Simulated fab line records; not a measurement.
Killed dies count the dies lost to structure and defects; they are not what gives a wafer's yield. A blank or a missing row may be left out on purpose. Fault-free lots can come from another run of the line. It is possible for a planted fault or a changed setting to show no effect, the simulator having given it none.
Chamber matching	flow sky130	SKY_FIELD_ISO_CMP_27 on cmp-02 has 4 sister chambers
The step polishes, stops on Si3N4, t overpolish 16 s, target thk 457.8 nm. 4 wafers are shown with their chamber, then 8 later ones without.

## WAFERS PAIRED WITH THEIR CHAMBERS
wafer	chamber	motor-current-A (A)
L450.3	2	12.1
L453.3	0	13.7
L453.5	1	12.8
L462.3	3	10.1

## WAFERS WITH NO CHAMBER GIVEN
wafer	motor-current-A (A)
L462.4	11.5
L462.5	11.2
L463.2	10.9
L463.3	11.9
L463.6	10.7
L464.1	12.1
L464.3	14.1
L464.6	10.4

## WHICH CHAMBER EACH WENT THROUGH
wafer	from the rows above	in truth
L462.4	can't be placed: 2 or 1 or 3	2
L462.5	can't be placed: 2 or 3 or 1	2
L463.2	can't be placed: 3 or 2 or 1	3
L463.3	can't be placed: 2 or 1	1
L463.6	can't be placed: 3 or 2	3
L464.1	can't be placed: 2 or 1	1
L464.3	can't be placed: 0 or 1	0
L464.6	3	3
Correct placement for 1 of the 8. Unplaceable from these rows: 7, with the true chamber sitting among the candidates in 7. Placed wrongly: 0.
How it was worked out, from the rows above alone: a wafer's distance from a chamber is the root of the sum, over the readings, of the square of ((its reading less the chamber's mean) divided by the reading's scatter). The wafer belongs to the nearest chamber; if the next one is less than 2 further off, it can't be placed. Each chamber's mean is taken over the wafers shown for it. The scatter: root of mean squared gap, hidden wafer to nearest shown wafer, with one shown wafer a chamber.
